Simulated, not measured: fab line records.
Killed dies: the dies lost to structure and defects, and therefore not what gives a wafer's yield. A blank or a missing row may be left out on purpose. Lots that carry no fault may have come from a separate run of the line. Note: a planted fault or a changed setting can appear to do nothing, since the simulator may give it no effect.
Commonality check across tools || flow sky130 || 13 lots and 39 wafers in the sample

== THE REASON FOR OPENING IT ==
Of 13 lots, 2 have the reading LDD_N_OVL flagged at SKY_LDD_N_OVL_MEAS_07. No-fault wafers: -1.0 nm, standard deviation 1.3.
Rule: a lot is flagged in two cases, either no wafer of it has a number, or all its wafers with numbers fall more than 4 standard deviations from that mean. The rest of the lots are taken to be sound.

{"lot": "L308", "measured": "day 17 18:04", "on": "overlay-01", "LDD_N_OVL (nm), wafer by wafer": "-1.2 -1.8 -2.5", "flag": ""}
{"lot": "L309", "measured": "day 18 03:13", "on": "overlay-02", "LDD_N_OVL (nm), wafer by wafer": "-0.4 -2.6 -1.5", "flag": ""}
{"lot": "L310", "measured": "day 18 06:32", "on": "overlay-02", "LDD_N_OVL (nm), wafer by wafer": "-0.4 -1.1 0.8", "flag": ""}
{"lot": "L311", "measured": "day 18 20:31", "on": "overlay-01", "LDD_N_OVL (nm), wafer by wafer": "-3.5 -1.9 -2.9", "flag": ""}
{"lot": "L312", "measured": "day 19 09:52", "on": "overlay-01", "LDD_N_OVL (nm), wafer by wafer": "-2.4 -1.4 -2.6", "flag": ""}
{"lot": "L316", "measured": "day 20 10:49", "on": "overlay-01", "LDD_N_OVL (nm), wafer by wafer": "52.8 51.8 52.7", "flag": "FLAGGED"}
{"lot": "L318", "measured": "day 21 16:26", "on": "overlay-02", "LDD_N_OVL (nm), wafer by wafer": "54.2 54.2 52.8", "flag": "FLAGGED"}
{"lot": "L319", "measured": "day 22 09:02", "on": "overlay-01", "LDD_N_OVL (nm), wafer by wafer": "-0.8 -1.4 -0.4", "flag": ""}
{"lot": "L322", "measured": "day 23 02:22", "on": "overlay-01", "LDD_N_OVL (nm), wafer by wafer": "-0.7 -2.0 -2.1", "flag": ""}
{"lot": "L323", "measured": "day 23 09:34", "on": "overlay-01", "LDD_N_OVL (nm), wafer by wafer": "-0.4 0.0 -0.2", "flag": ""}
{"lot": "L324", "measured": "day 24 02:34", "on": "overlay-01", "LDD_N_OVL (nm), wafer by wafer": "0.5 0.1 -2.3", "flag": ""}
{"lot": "L325", "measured": "day 24 06:22", "on": "overlay-01", "LDD_N_OVL (nm), wafer by wafer": "-1.0 -1.4 -0.4", "flag": ""}
{"lot": "L327", "measured": "day 24 16:07", "on": "overlay-02", "LDD_N_OVL (nm), wafer by wafer": "-0.8 -2.4 -2.2", "flag": ""}
The numbers of the flagged lots are 53.1 nm on average: +54.1 nm against the usual, or +42 standard deviations.

== WHICH TOOL EACH LOT WENT THROUGH ==
The record holds 1 process step before the reading, out of a route of 708 steps. Cell contents, in order: the tool; ch with the chambers the sampled wafers went through; the start.
{"lot": "L308", "flag": "", "SKY_LDD_N_EXPOSE_04": "iline_stepper-01 ch 0, day 17 03:50"}
{"lot": "L309", "flag": "", "SKY_LDD_N_EXPOSE_04": "iline_stepper-02 ch 0, day 17 13:16"}
{"lot": "L310", "flag": "", "SKY_LDD_N_EXPOSE_04": "iline_stepper-01 ch 0, day 17 16:30"}
{"lot": "L311", "flag": "", "SKY_LDD_N_EXPOSE_04": "iline_stepper-01 ch 0, day 18 05:33"}
{"lot": "L312", "flag": "", "SKY_LDD_N_EXPOSE_04": "iline_stepper-01 ch 0, day 18 19:01"}
{"lot": "L316", "flag": "FLAGGED", "SKY_LDD_N_EXPOSE_04": "iline_stepper-02 ch 0, day 19 20:04"}
{"lot": "L318", "flag": "FLAGGED", "SKY_LDD_N_EXPOSE_04": "iline_stepper-02 ch 0, day 21 01:21"}
{"lot": "L319", "flag": "", "SKY_LDD_N_EXPOSE_04": "iline_stepper-01 ch 0, day 21 17:47"}
{"lot": "L322", "flag": "", "SKY_LDD_N_EXPOSE_04": "iline_stepper-01 ch 0, day 22 11:11"}
{"lot": "L323", "flag": "", "SKY_LDD_N_EXPOSE_04": "iline_stepper-01 ch 0, day 22 19:19"}
{"lot": "L324", "flag": "", "SKY_LDD_N_EXPOSE_04": "iline_stepper-01 ch 0, day 23 11:16"}
{"lot": "L325", "flag": "", "SKY_LDD_N_EXPOSE_04": "iline_stepper-01 ch 0, day 23 15:51"}
{"lot": "L327", "flag": "", "SKY_LDD_N_EXPOSE_04": "iline_stepper-01 ch 0, day 24 01:53"}
These steps, and what they do:
- SKY_LDD_N_EXPOSE_04: exposes mask NTM, target cd 840 nm.
- SKY_LDD_N_OVL_MEAS_07

== FLAGGED OVER TOTAL, TOOL BY TOOL (the gauges that took the reading come last) ==
{"step": "SKY_LDD_N_EXPOSE_04", "tool": "iline_stepper-01", "lots run": 10, "flagged": 0, "share of the flagged lots": "none", "sound lots run after its first flagged lot": "-"}
{"step": "SKY_LDD_N_EXPOSE_04", "tool": "iline_stepper-02", "lots run": 3, "flagged": 2, "share of the flagged lots": "all", "sound lots run after its first flagged lot": 0}
{"step": "SKY_LDD_N_OVL_MEAS_07", "tool": "overlay-01", "lots run": 9, "flagged": 1, "share of the flagged lots": "some", "sound lots run after its first flagged lot": "5 (L319,L322,L323,L324,L325)"}
{"step": "SKY_LDD_N_OVL_MEAS_07", "tool": "overlay-02", "lots run": 4, "flagged": 1, "share of the flagged lots": "some", "sound lots run after its first flagged lot": "1 (L327)"}

== THE TABLE: WHAT IT ALLOWS ==
In the table, 1 row covers all flagged lots: iline_stepper-02 at SKY_LDD_N_EXPOSE_04.
- iline_stepper-02 at SKY_LDD_N_EXPOSE_04 ran 3 lots, 2 of them flagged. Its last sound lot is L309 (day 17 13:16), its first flagged lot L316 (day 19 20:04): a fault that began between those two fits.
One tool is left: iline_stepper-02 at SKY_LDD_N_EXPOSE_04.

== WHAT HAD BEEN PUT IN BY THE SIMULATOR ==
Scanner matching overlay: iline_stepper-02, from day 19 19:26 on, at SKY_LDD_N_EXPOSE_04. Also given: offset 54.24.
Shown lots that were struck: L316, L318. The rule above reached the same finding.
